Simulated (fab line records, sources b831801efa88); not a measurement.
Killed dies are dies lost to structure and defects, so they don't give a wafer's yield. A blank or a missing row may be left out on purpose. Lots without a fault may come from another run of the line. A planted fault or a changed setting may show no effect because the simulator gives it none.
A struck lot beside a sound one | flow sky130 | 43 steps out of a route of 708
Sound: wafers L925.2, L925.3, L925.5. Struck: wafers L941.1, L941.2, L941.4. The cause comes at the end.
At each step with rows: each side's tool, then ch and its chambers, then its first start. Under that, the readings that differ: sound wafers | struck wafers | difference of the means | sigmas: that difference in standard deviations of wafers without a fault.
alike: readings whose means differ by less than 2 such deviations, and words and numbers that are the same on both sides. not compared: withheld readings, readings that some wafer has no value for, bounds like >300 that may hide the same value, and numbers for which the record gives no deviation and whose values overlap.
The two part at a step that has a row with sigmas, a row that says differs or no value, or rows on one side only. Numbers that don't overlap but have no deviation are shown without sigmas and don't part them. A reading that every wafer of one side lacks parts them only if that side has two wafers or more.

first, 7 steps without rows for these wafers: SKY_FIELD_ISO_HMDS_06 (prime time 60 s); SKY_FIELD_ISO_COAT_07 (resist thk 60 nm); SKY_FIELD_ISO_COAT_08 (resist thk 450 nm); SKY_FIELD_ISO_SOFTBAKE_09 (time 90 s); SKY_FIELD_ISO_EXPOSE_10 (exposes mask FOM, target cd 150 nm); SKY_FIELD_ISO_PEB_11; SKY_FIELD_ISO_DEVELOP_12 (develop time 60 s).
SKY_FIELD_ISO_CD_MEAS_13: target cd 150 nm.
  sound on cd_sem-02, day 2 10:23; struck on cd_sem-01, day 6 00:30
  alike: cd_nm
SKY_FIELD_ISO_ETCH_14: etches BARC in N2/H2, stops on SiO2, time 45.9 s, target depth 60 nm.
  sound on rie_diel-04 ch 0,1,2, day 2 10:29; struck on rie_diel-01 ch 0,2,3, day 6 00:37
  alike: drypump_motor_current_A, oes_product_au, throttle_valve_pct
  not compared: rf_hours_counter_h
then, 1 step without rows for these wafers: SKY_FIELD_ISO_ETCH_15 (etches the open film in CHF3/O2, stops on Si, target depth 180 nm, time 72 s).
SKY_FIELD_ISO_STRIP_16: strips in O2/N2.
  sound on plasma_asher-02 ch 0,1, day 2 10:35; struck on plasma_asher-01 ch 0,1, day 6 00:43
  reading                      | sound          | struck         | difference | sigmas
  strip_time_to_endpoint_s (s) | 3.56 3.62 3.67 | 3.50 3.55 3.52 | -0.09      | -2
  alike: drypump_motor_current_A, o2_flow_sccm, oes_product_au
  not compared: rf_hours_counter_h
SKY_FIELD_ISO_ETCH_17: etches Si in HBr/Cl2/O2, target depth 342 nm, time 97.7 s.
  sound on rie_si-02 ch 0,2, day 2 10:41; struck on rie_si-01 ch 0,1, day 6 00:49
  alike: drypump_motor_current_A, oes_product_au, throttle_valve_pct
  not compared: rf_hours_counter_h
SKY_FIELD_ISO_WET_ETCH_18: etches Si3N4 in H3PO4, target depth 25 nm, time 286 s.
  sound on wet_bench-04 ch 0, day 2 10:45; struck on wet_bench-02 ch 3, day 6 00:53
  alike: bath_heat_duty_pct
then, 4 steps without rows for these wafers: SKY_FIELD_ISO_CLEAN_19 (cleans in SC1/SC2, time 150 s); SKY_FIELD_ISO_CLEAN_20 (cleans in dHF, time 20 s); SKY_FIELD_ISO_WET_ETCH_21 (etches SiO2 in dHF, target depth 20 nm, time 400 s); SKY_FIELD_ISO_OXIDATION_22 (stabilise 600 s, purge 300 s, target thk 10 nm).
SKY_FIELD_ISO_THK_MEAS_23:
  sound on film_metro-03, day 2 12:13; struck on film_metro-03, day 6 03:31
  alike: FIELD_ISO_OXIDATION_01_THK
then, 1 step without rows for these wafers: SKY_FIELD_ISO_CVD_24 (deposits SiO2, target thk 595 nm, time 99.2 s).
SKY_FIELD_ISO_THK_MEAS_25:
  sound on film_metro-02, day 2 12:20; struck on film_metro-01, day 6 03:40
  alike: FIELD_ISO_CVD_24_THK
then, 1 step without rows for these wafers: SKY_FIELD_ISO_ANNEAL_26 (time 1800 s).
SKY_FIELD_ISO_CMP_27: polishes, stops on Si3N4, t overpolish 16 s, target thk 457.8 nm.
  sound on cmp-01 ch 0,1, day 2 14:52; struck on cmp-01 ch 1,2,3, day 6 06:31
  alike: motor_current_A, overpolish_run_s, time_to_endpoint_s
then, 5 steps without rows for these wafers: SKY_FIELD_ISO_WET_ETCH_28 (etches SiO2 in dHF, target depth 23.7 nm, time 47 s); SKY_FIELD_ISO_WET_ETCH_29 (etches Si3N4 in H3PO4, target depth 160 nm, time 1825 s); SKY_FIELD_ISO_WET_ETCH_30 (etches SiO2 in dHF, target depth 25 nm, time 48.24 s); SKY_NWELL_CLEAN_00 (cleans in SC1/SC2, time 150 s); SKY_NWELL_OXIDATION_01 (stabilise 600 s, purge 300 s, target thk 10 nm).
SKY_NWELL_THK_MEAS_02:
  sound on film_metro-03, day 2 18:08; struck on film_metro-02, day 6 09:19
  alike: NWELL_OXIDATION_THK
then, 8 steps without rows for these wafers: SKY_DNWELL_DEHYDRATE_00 (time 60 s); SKY_DNWELL_HMDS_01 (prime time 60 s); SKY_DNWELL_COAT_02 (resist thk 3000 nm); SKY_DNWELL_SOFTBAKE_03; SKY_DNWELL_EXPOSE_04 (exposes mask DNM, target cd 3000 nm); SKY_DNWELL_PEB_05; SKY_DNWELL_DEVELOP_06 (develop time 60 s); SKY_DNWELL_IMPLANT_07.
SKY_DNWELL_STRIP_08: strips in O2/N2.
  sound on plasma_asher-02 ch 0,1, day 3 08:48; struck on plasma_asher-01 ch 0,1, day 7 03:18
  alike: drypump_motor_current_A, o2_flow_sccm, oes_product_au, strip_time_to_endpoint_s
  not compared: rf_hours_counter_h
SKY_DNWELL_TW_MEAS_09:
  sound on film_metro-03, day 3 08:55; struck on film_metro-02, day 7 03:24
  alike: DNWELL_TW
then, 4 steps without rows for these wafers: SKY_PWDE_DEHYDRATE_00 (time 60 s); SKY_PWDE_HMDS_01 (prime time 60 s); SKY_PWDE_COAT_02 (resist thk 3000 nm); SKY_PWDE_SOFTBAKE_03.
-- the record jumps here: 43 days lie between the struck wafers' starts before and after (it left off in module PWDE and takes up again in module PAD_OPEN, whose first step shown is number 708 of the route) --
SKY_PAD_OPEN_PROBE_99:
  sound on prober-02, day 45 19:46; struck on prober-02, day 49 23:43
  reading             | sound    | struck      | difference | sigmas
  killed_at_front_end | 15 13 14 | 85 81 83    | +69        | +18
  killed_dies         | 64 83 94 | 155 144 149 | +69        | +7
  alike: killed_at_M0_to_M3, killed_at_M4_up, killed_at_contacts, killed_at_other, killed_open, killed_short

WHERE THEY PART
First at SKY_FIELD_ISO_STRIP_16; last, within this record, at SKY_PAD_OPEN_PROBE_99.

WHY: what the simulator had put in
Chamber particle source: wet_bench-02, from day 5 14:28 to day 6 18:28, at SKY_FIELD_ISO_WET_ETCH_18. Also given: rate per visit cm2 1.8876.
